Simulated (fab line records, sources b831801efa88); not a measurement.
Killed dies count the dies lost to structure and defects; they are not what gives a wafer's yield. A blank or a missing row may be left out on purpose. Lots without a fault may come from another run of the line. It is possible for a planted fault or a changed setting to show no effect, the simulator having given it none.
Matching of chambers + flow gf180mcu + 4 sister chambers for GF_STI_CMP_25 on cmp-01
The step polishes, stops on Si3N4, t overpolish 33 s, target thk 524.6 nm. 8 wafers are shown with their chamber, then 8 later ones without.

== WAFERS, EACH WITH ITS CHAMBER ==
| wafer  | chamber | motor-current-A (A) | time-to-endpoint-s (s) |
|--------|---------|---------------------|------------------------|
| L614.2 | 1       | 10.9                | 130                    |
| L614.4 | 0       | 11.9                | 126                    |
| L615.4 | 3       | 13.0                | 128                    |
| L615.6 | 3       | 12.3                | 127                    |
| L618.2 | 1       | 11.1                | 132                    |
| L618.3 | 0       | 12.7                | 125                    |
| L618.4 | 2       | 11.8                | 121                    |
| L620.1 | 2       | 11.8                | 115                    |

== WAFERS WHOSE CHAMBER IS MISSING ==
| wafer  | motor-current-A (A) | time-to-endpoint-s (s) |
|--------|---------------------|------------------------|
| L620.2 | 10.6                | 117                    |
| L620.5 | 12.6                | 120                    |
| L624.2 | 10.1                | 125                    |
| L624.3 | 12.8                | 122                    |
| L624.6 | 10.5                | 124                    |
| L628.3 | 10.6                | 122                    |
| L628.5 | 12.2                | 122                    |
| L628.6 | 10.6                | 120                    |

== WHICH CHAMBER EACH WENT THROUGH ==
| wafer  | from the rows above          | in truth                   |
|--------|------------------------------|----------------------------|
| L620.2 | 2                            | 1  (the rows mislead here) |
| L620.5 | can't be placed: 2 or 0 or 3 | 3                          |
| L624.2 | can't be placed: 1 or 2      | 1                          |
| L624.3 | can't be placed: 0 or 3 or 2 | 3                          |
| L624.6 | can't be placed: 1 or 2 or 0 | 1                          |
| L628.3 | can't be placed: 2 or 1 or 0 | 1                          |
| L628.5 | can't be placed: 0 or 2 or 3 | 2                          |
| L628.6 | can't be placed: 2 or 1 or 0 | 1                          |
Correct placement for 0 of the 8. Unplaceable from these rows: 7, with the true chamber sitting among the candidates in 7. 1 placed wrongly.
How it was worked out, from the rows above alone: a wafer's distance from a chamber is the root of the sum, over the readings, of the square of ((its reading less the chamber's mean) divided by the reading's scatter). If the next closest chamber is less than 2 further off than the closest, the wafer can't be placed; otherwise it belongs to the closest. For every chamber, the mean is computed from those of its wafers that are shown. The scatter is the square root of a quotient: the sum, over the shown wafers, of each reading's squared deviation from its chamber's mean, divided by wafers minus chambers.
